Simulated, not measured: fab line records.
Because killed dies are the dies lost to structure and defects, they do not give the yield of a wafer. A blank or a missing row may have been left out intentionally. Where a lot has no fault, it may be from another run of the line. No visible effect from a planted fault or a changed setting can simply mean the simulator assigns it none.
fab line records / flow gf180mcu
record lots=15 wafers=45 lastDay=34
route steps=602 shown MVPSD@80
lots untouched by any fault: they come from a run of this same line in which no faults occurred
startH: hours from the record's first day to the start of the lot's first wafer shown / waitH: time in hours since the lot's previous step / " unchanged from the row above / L1.1+2: several wafers, shown together as one row / - value missing, or start not given / * or withheld: withheld / < > ~ a bound
route shown NAME@n: a module of which the file shows steps, and the number in the route of the first / usual: the fault-free wafers' mean and standard deviation / same: alike in all rows / chamber/n: place in a boat / sites: the reading at each site / _std_site: how widely they spread, as a standard deviation / _edge_site: inner sites' mean taken away from outer sites' mean / radiusMm: for every site, how far away it sits from the centre of the wafer / mask NAME#n: copy n / behind: tool/chamber where the wafer was last shaped / hold: cause of the lot's hold/its duration in hours/its outcome / device: names the non-switching transistor (n, p or np) / end of line: the same wafers' tests at the end of the route / a step without rows: its recipe alone / killed: the dies lost at the first sort to structure and to defects; this is not the yield of the wafer / map: per-die view of a wafer (x killed, . not killed, _ where there is no die)
set.NAME: the run value of the setting; set.NAME@STEP: its run value at that earlier step / model.NAME: the simulator's own value behind a step, which no gauge read
steps of the route over a sample of lots; a table a step, a row a wafer
services: from which hour (startH, from the record's first day; less than 0 if before it) a tool's chamber was out of use, for how many hours, and why
## steps
# step GF_MVPSD_COAT_02
# recipe spinRpm=2000 resistThkNm=3000
# usual chillPlateTempC=22.98/0.11
lot.wafer=L890.4 tool=lithoTrack-04 chamber=0 startH=89.22 waitH=0.1 chillPlateTempC=22.87
lot.wafer=L890.5 tool=lithoTrack-04 chamber=0 startH=89.22 waitH=0.1 chillPlateTempC=22.86
lot.wafer=L890.6 tool=lithoTrack-04 chamber=0 startH=89.22 waitH=0.1 chillPlateTempC=22.92
lot.wafer=L891.2 tool=lithoTrack-04 chamber=0 startH=95.37 waitH=0.1 chillPlateTempC=23.07
lot.wafer=L891.3 tool=lithoTrack-04 chamber=0 startH=95.37 waitH=0.1 chillPlateTempC=22.98
lot.wafer=L891.4 tool=lithoTrack-04 chamber=0 startH=95.37 waitH=0.1 chillPlateTempC=23.06
lot.wafer=L892.2 tool=lithoTrack-03 chamber=0 startH=101.24 waitH=0.1 chillPlateTempC=22.89
lot.wafer=L892.4 tool=lithoTrack-03 chamber=0 startH=101.24 waitH=0.1 chillPlateTempC=23.11
lot.wafer=L892.6 tool=lithoTrack-03 chamber=0 startH=101.24 waitH=0.1 chillPlateTempC=22.92
lot.wafer=L893.1 tool=lithoTrack-02 chamber=0 startH=108.06 waitH=0.1 chillPlateTempC=22.99
lot.wafer=L893.2 tool=lithoTrack-02 chamber=0 startH=108.06 waitH=0.1 chillPlateTempC=22.99
lot.wafer=L893.5 tool=lithoTrack-02 chamber=0 startH=108.06 waitH=0.1 chillPlateTempC=23.12
lot.wafer=L894.1 tool=lithoTrack-03 chamber=0 startH=112.41 waitH=0.1 chillPlateTempC=23.04
lot.wafer=L894.4 tool=lithoTrack-03 chamber=0 startH=112.41 waitH=0.1 chillPlateTempC=23.09
lot.wafer=L894.5 tool=lithoTrack-03 chamber=0 startH=112.41 waitH=0.1 chillPlateTempC=23.20
lot.wafer=L895.1 tool=lithoTrack-03 chamber=0 startH=118.76 waitH=0.1 chillPlateTempC=22.78
lot.wafer=L895.2 tool=lithoTrack-03 chamber=0 startH=118.76 waitH=0.1 chillPlateTempC=22.96
lot.wafer=L895.5 tool=lithoTrack-03 chamber=0 startH=118.76 waitH=0.1 chillPlateTempC=22.90
lot.wafer=L896.1 tool=lithoTrack-03 chamber=0 startH=126.41 waitH=0.1 chillPlateTempC=23.10
lot.wafer=L896.2 tool=lithoTrack-03 chamber=0 startH=126.41 waitH=0.1 chillPlateTempC=23.01
lot.wafer=L896.6 tool=lithoTrack-03 chamber=0 startH=126.41 waitH=0.1 chillPlateTempC=23.23
lot.wafer=L899.1 tool=lithoTrack-03 chamber=0 startH=145.01 waitH=0.1 chillPlateTempC=23.04
lot.wafer=L899.3 tool=lithoTrack-03 chamber=0 startH=145.01 waitH=0.1 chillPlateTempC=23.06
lot.wafer=L899.5 tool=lithoTrack-03 chamber=0 startH=145.01 waitH=0.1 chillPlateTempC=22.94
lot.wafer=L904.1 tool=lithoTrack-02 chamber=0 startH=176.26 waitH=0.1 chillPlateTempC=22.96
lot.wafer=L904.2 tool=lithoTrack-02 chamber=0 startH=176.26 waitH=0.1 chillPlateTempC=23.05
lot.wafer=L904.6 tool=lithoTrack-02 chamber=0 startH=176.26 waitH=0.1 chillPlateTempC=23.11
lot.wafer=L907.1 tool=lithoTrack-02 chamber=0 startH=188.96 waitH=0.1 chillPlateTempC=23.02
lot.wafer=L907.4 tool=lithoTrack-02 chamber=0 startH=188.96 waitH=0.1 chillPlateTempC=22.87
lot.wafer=L907.5 tool=lithoTrack-02 chamber=0 startH=188.96 waitH=0.1 chillPlateTempC=22.85
lot.wafer=L909.3 tool=lithoTrack-04 chamber=0 startH=202.14 waitH=0.1 chillPlateTempC=23.02
lot.wafer=L909.4 tool=lithoTrack-04 chamber=0 startH=202.14 waitH=0.1 chillPlateTempC=22.89
lot.wafer=L909.5 tool=lithoTrack-04 chamber=0 startH=202.14 waitH=0.1 chillPlateTempC=23.10
lot.wafer=L910.2 tool=lithoTrack-02 chamber=0 startH=206.04 waitH=0.1 chillPlateTempC=22.99
lot.wafer=L910.5 tool=lithoTrack-02 chamber=0 startH=206.04 waitH=0.1 chillPlateTempC=22.97
lot.wafer=L910.6 tool=lithoTrack-02 chamber=0 startH=206.04 waitH=0.1 chillPlateTempC=22.77
lot.wafer=L911.2 tool=lithoTrack-04 chamber=0 startH=214.46 waitH=0.1 chillPlateTempC=23.08
lot.wafer=L911.4 tool=lithoTrack-04 chamber=0 startH=214.46 waitH=0.1 chillPlateTempC=23.17
lot.wafer=L911.5 tool=lithoTrack-04 chamber=0 startH=214.46 waitH=0.1 chillPlateTempC=23.11
lot.wafer=L912.3 tool=lithoTrack-04 chamber=0 startH=222.19 waitH=0.1 chillPlateTempC=22.92
lot.wafer=L912.4 tool=lithoTrack-04 chamber=0 startH=222.19 waitH=0.1 chillPlateTempC=22.95
lot.wafer=L912.6 tool=lithoTrack-04 chamber=0 startH=222.19 waitH=0.1 chillPlateTempC=22.90
lot.wafer=L913.1 tool=lithoTrack-03 chamber=0 startH=225.21 waitH=0.1 chillPlateTempC=22.89
lot.wafer=L913.2 tool=lithoTrack-03 chamber=0 startH=225.21 waitH=0.1 chillPlateTempC=22.67
lot.wafer=L913.5 tool=lithoTrack-03 chamber=0 startH=225.21 waitH=0.1 chillPlateTempC=22.71
# step GF_MVPSD_STRIP_10
# recipe chemistry=O2/N2 powerW=1400 pressureMtorr=1500 platenTempC=250 o2FlowSccm=3000 n2FlowSccm=300 overashFraction=0.5
# usual drypumpMotorCurrentA=5.5/0.34 heaterPowerW=316/29 oesProductAu=0.722/0.0047 stripTimeToEndpointS=36.92/0.073
lot.wafer=L890.4 tool=plasmaAsher-04 chamber=0 startH=96.76 waitH=0.1 drypumpMotorCurrentA=5.7 heaterPowerW=316 oesProductAu=0.727 rfHoursCounterH=- stripTimeToEndpointS=36.83
lot.wafer=L890.5 tool=plasmaAsher-04 chamber=0 startH=96.76 waitH=0.1 drypumpMotorCurrentA=5.7 heaterPowerW=315 oesProductAu=0.727 rfHoursCounterH=- stripTimeToEndpointS=36.96
lot.wafer=L890.6 tool=plasmaAsher-04 chamber=1 startH=96.76 waitH=0.1 drypumpMotorCurrentA=5.3 heaterPowerW=279 oesProductAu=0.722 rfHoursCounterH=- stripTimeToEndpointS=36.94
lot.wafer=L891.2 tool=plasmaAsher-03 chamber=0 startH=102.65 waitH=0.1 drypumpMotorCurrentA=5.2 heaterPowerW=348 oesProductAu=0.725 rfHoursCounterH=29 stripTimeToEndpointS=36.89
lot.wafer=L891.3 tool=plasmaAsher-03 chamber=1 startH=102.65 waitH=0.1 drypumpMotorCurrentA=5.2 heaterPowerW=310 oesProductAu=0.726 rfHoursCounterH=- stripTimeToEndpointS=36.91
lot.wafer=L891.4 tool=plasmaAsher-03 chamber=0 startH=102.65 waitH=0.1 drypumpMotorCurrentA=5.2 heaterPowerW=340 oesProductAu=0.716 rfHoursCounterH=- stripTimeToEndpointS=36.90
lot.wafer=L892.2 tool=plasmaAsher-04 chamber=1 startH=109.18 waitH=0.1 drypumpMotorCurrentA=5.3 heaterPowerW=281 oesProductAu=0.723 rfHoursCounterH=46 stripTimeToEndpointS=36.91
lot.wafer=L892.4 tool=plasmaAsher-04 chamber=0 startH=109.18 waitH=0.1 drypumpMotorCurrentA=5.7 heaterPowerW=311 oesProductAu=0.718 rfHoursCounterH=- stripTimeToEndpointS=36.94
lot.wafer=L892.6 tool=plasmaAsher-04 chamber=0 startH=109.18 waitH=0.1 drypumpMotorCurrentA=5.7 heaterPowerW=301 oesProductAu=0.716 rfHoursCounterH=- stripTimeToEndpointS=36.83
lot.wafer=L893.1 tool=plasmaAsher-03 chamber=0 startH=115.35 waitH=0.1 drypumpMotorCurrentA=5.2 heaterPowerW=345 oesProductAu=0.722 rfHoursCounterH=31 stripTimeToEndpointS=36.87
lot.wafer=L893.2 tool=plasmaAsher-03 chamber=1 startH=115.35 waitH=0.1 drypumpMotorCurrentA=5.1 heaterPowerW=309 oesProductAu=0.725 rfHoursCounterH=31 stripTimeToEndpointS=36.83
lot.wafer=L893.5 tool=plasmaAsher-03 chamber=0 startH=115.35 waitH=0.1 drypumpMotorCurrentA=5.2 heaterPowerW=332 oesProductAu=0.718 rfHoursCounterH=- stripTimeToEndpointS=36.77
lot.wafer=L894.1 tool=plasmaAsher-02 chamber=1 startH=119.80 waitH=0.1 drypumpMotorCurrentA=6.0 heaterPowerW=370 oesProductAu=0.722 rfHoursCounterH=0 stripTimeToEndpointS=36.96
lot.wafer=L894.4 tool=plasmaAsher-02 chamber=0 startH=119.80 waitH=0.1 drypumpMotorCurrentA=5.9 heaterPowerW=322 oesProductAu=0.727 rfHoursCounterH=- stripTimeToEndpointS=36.95
lot.wafer=L894.5 tool=plasmaAsher-02 chamber=0 startH=119.80 waitH=0.1 drypumpMotorCurrentA=5.9 heaterPowerW=325 oesProductAu=0.723 rfHoursCounterH=- stripTimeToEndpointS=36.91
lot.wafer=L895.1 tool=plasmaAsher-04 chamber=0 startH=126.45 waitH=0.1 drypumpMotorCurrentA=5.7 heaterPowerW=314 oesProductAu=0.715 rfHoursCounterH=48 stripTimeToEndpointS=33.83
lot.wafer=L895.2 tool=plasmaAsher-04 chamber=1 startH=126.45 waitH=0.1 drypumpMotorCurrentA=5.3 heaterPowerW=281 oesProductAu=0.718 rfHoursCounterH=48 stripTimeToEndpointS=33.82
lot.wafer=L895.5 tool=plasmaAsher-04 chamber=0 startH=126.45 waitH=0.1 drypumpMotorCurrentA=5.7 heaterPowerW=316 oesProductAu=0.725 rfHoursCounterH=- stripTimeToEndpointS=33.78
lot.wafer=L896.1 tool=plasmaAsher-02 chamber=1 startH=133.90 waitH=0.1 drypumpMotorCurrentA=6.1 heaterPowerW=368 oesProductAu=0.718 rfHoursCounterH=2 stripTimeToEndpointS=33.75
lot.wafer=L896.2 tool=plasmaAsher-02 chamber=0 startH=133.90 waitH=0.1 drypumpMotorCurrentA=5.9 heaterPowerW=319 oesProductAu=0.725 rfHoursCounterH=2 stripTimeToEndpointS=33.78
lot.wafer=L896.6 tool=plasmaAsher-02 chamber=1 startH=133.90 waitH=0.1 drypumpMotorCurrentA=6.0 heaterPowerW=382 oesProductAu=0.717 rfHoursCounterH=- stripTimeToEndpointS=33.72
lot.wafer=L899.1 tool=plasmaAsher-03 chamber=0 startH=153.35 waitH=0.1 drypumpMotorCurrentA=5.2 heaterPowerW=335 oesProductAu=0.713 rfHoursCounterH=35 stripTimeToEndpointS=33.82
lot.wafer=L899.3 tool=plasmaAsher-03 chamber=1 startH=153.35 waitH=0.1 drypumpMotorCurrentA=5.1 heaterPowerW=300 oesProductAu=0.727 rfHoursCounterH=- stripTimeToEndpointS=33.80
lot.wafer=L899.5 tool=plasmaAsher-03 chamber=0 startH=153.35 waitH=0.1 drypumpMotorCurrentA=5.2 heaterPowerW=330 oesProductAu=0.714 rfHoursCounterH=- stripTimeToEndpointS=33.78
lot.wafer=L904.1 tool=plasmaAsher-04 chamber=0 startH=184.98 waitH=0.1 drypumpMotorCurrentA=5.7 heaterPowerW=314 oesProductAu=0.719 rfHoursCounterH=54 stripTimeToEndpointS=36.94
lot.wafer=L904.2 tool=plasmaAsher-04 chamber=1 startH=184.98 waitH=0.1 drypumpMotorCurrentA=5.3 heaterPowerW=283 oesProductAu=0.721 rfHoursCounterH=54 stripTimeToEndpointS=36.83
lot.wafer=L904.6 tool=plasmaAsher-04 chamber=1 startH=184.98 waitH=0.1 drypumpMotorCurrentA=5.3 heaterPowerW=275 oesProductAu=0.731 rfHoursCounterH=- stripTimeToEndpointS=36.89
lot.wafer=L907.1 tool=plasmaAsher-02 chamber=0 startH=197.93 waitH=0.1 drypumpMotorCurrentA=5.9 heaterPowerW=329 oesProductAu=0.729 rfHoursCounterH=9 stripTimeToEndpointS=36.76
lot.wafer=L907.4 tool=plasmaAsher-02 chamber=0 startH=197.93 waitH=0.1 drypumpMotorCurrentA=5.9 heaterPowerW=328 oesProductAu=0.711 rfHoursCounterH=- stripTimeToEndpointS=36.83
lot.wafer=L907.5 tool=plasmaAsher-02 chamber=1 startH=197.93 waitH=0.1 drypumpMotorCurrentA=6.0 heaterPowerW=363 oesProductAu=0.728 rfHoursCounterH=- stripTimeToEndpointS=36.98
lot.wafer=L909.3 tool=plasmaAsher-03 chamber=1 startH=211.68 waitH=0.1 drypumpMotorCurrentA=5.1 heaterPowerW=307 oesProductAu=0.729 rfHoursCounterH=- stripTimeToEndpointS=36.95
lot.wafer=L909.4 tool=plasmaAsher-03 chamber=0 startH=211.68 waitH=0.1 drypumpMotorCurrentA=5.2 heaterPowerW=334 oesProductAu=0.729 rfHoursCounterH=- stripTimeToEndpointS=36.89
lot.wafer=L909.5 tool=plasmaAsher-03 chamber=1 startH=211.68 waitH=0.1 drypumpMotorCurrentA=5.1 heaterPowerW=300 oesProductAu=0.722 rfHoursCounterH=- stripTimeToEndpointS=37.04
lot.wafer=L910.2 tool=plasmaAsher-02 chamber=1 startH=215.75 waitH=0.1 drypumpMotorCurrentA=6.0 heaterPowerW=364 oesProductAu=0.720 rfHoursCounterH=10 stripTimeToEndpointS=37.00
lot.wafer=L910.5 tool=plasmaAsher-02 chamber=1 startH=215.75 waitH=0.1 drypumpMotorCurrentA=6.0 heaterPowerW=360 oesProductAu=0.728 rfHoursCounterH=- stripTimeToEndpointS=36.93
lot.wafer=L910.6 tool=plasmaAsher-02 chamber=0 startH=215.75 waitH=0.1 drypumpMotorCurrentA=5.9 heaterPowerW=318 oesProductAu=0.719 rfHoursCounterH=- stripTimeToEndpointS=36.81
lot.wafer=L911.2 tool=plasmaAsher-04 chamber=1 startH=223.83 waitH=0.1 drypumpMotorCurrentA=5.3 heaterPowerW=279 oesProductAu=0.726 rfHoursCounterH=58 stripTimeToEndpointS=36.94
lot.wafer=L911.4 tool=plasmaAsher-04 chamber=0 startH=223.83 waitH=0.1 drypumpMotorCurrentA=5.7 heaterPowerW=312 oesProductAu=0.719 rfHoursCounterH=- stripTimeToEndpointS=36.96
lot.wafer=L911.5 tool=plasmaAsher-04 chamber=0 startH=223.83 waitH=0.1 drypumpMotorCurrentA=5.7 heaterPowerW=300 oesProductAu=0.723 rfHoursCounterH=- stripTimeToEndpointS=36.95
lot.wafer=L912.3 tool=plasmaAsher-04 chamber=1 startH=231.96 waitH=0.1 drypumpMotorCurrentA=5.2 heaterPowerW=276 oesProductAu=0.719 rfHoursCounterH=- stripTimeToEndpointS=36.82
lot.wafer=L912.4 tool=plasmaAsher-04 chamber=0 startH=231.96 waitH=0.1 drypumpMotorCurrentA=5.7 heaterPowerW=307 oesProductAu=0.724 rfHoursCounterH=- stripTimeToEndpointS=36.87
lot.wafer=L912.6 tool=plasmaAsher-04 chamber=1 startH=231.96 waitH=0.1 drypumpMotorCurrentA=5.3 heaterPowerW=279 oesProductAu=0.716 rfHoursCounterH=- stripTimeToEndpointS=36.92
lot.wafer=L913.1 tool=plasmaAsher-04 chamber=1 startH=234.43 waitH=0.1 drypumpMotorCurrentA=5.3 heaterPowerW=269 oesProductAu=0.729 rfHoursCounterH=59 stripTimeToEndpointS=36.81
lot.wafer=L913.2 tool=plasmaAsher-04 chamber=0 startH=234.43 waitH=0.1 drypumpMotorCurrentA=5.7 heaterPowerW=314 oesProductAu=0.723 rfHoursCounterH=59 stripTimeToEndpointS=36.94
lot.wafer=L913.5 tool=plasmaAsher-04 chamber=1 startH=234.43 waitH=0.1 drypumpMotorCurrentA=5.3 heaterPowerW=281 oesProductAu=0.720 rfHoursCounterH=- stripTimeToEndpointS=36.94
## services
tool=plasmaAsher-02 chamber=- startH=91.97 hours=2.8 kind=pm
tool=plasmaAsher-02 chamber=- startH=108.78 hours=9.0 kind=pm
tool=plasmaAsher-02 chamber=0 startH=108.78 hours=9.0 kind=ventCycle
tool=plasmaAsher-02 chamber=1 startH=108.78 hours=9.0 kind=ventCycle
tool=plasmaAsher-02 chamber=0 startH=117.78 hours=- kind=clean
tool=plasmaAsher-02 chamber=1 startH=117.78 hours=- kind=clean
tool=plasmaAsher-03 chamber=- startH=158.61 hours=0.8 kind=repair
## key
firstSign step=GF_MVPSD_STRIP_10 reading=stripTimeToEndpointS direction=down sigmas=43 usual=* struck=*
effect none on later readings
metAt GF_MVPSD_COAT_02
struckLots L895,L896,L899
testerLeftOut L895,L896,L899
onsetBetween 112.41 118.76
fault kind=processParameterDrift tool=lithoTrack-03 chamber=- onsetH=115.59 steps=GF_MVPSD_COAT_02 channel=resistThkNm offset=* shape=step endH=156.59 actsIn=* stated=*
# testerLeftOut: of these lots the tester's yield and bins aren't shown, on N5 and GAA mostly nor the transistor test; their killed dies are dies lost to structure and defects alone, not to doping, threshold or leakage, so they don't give the yield
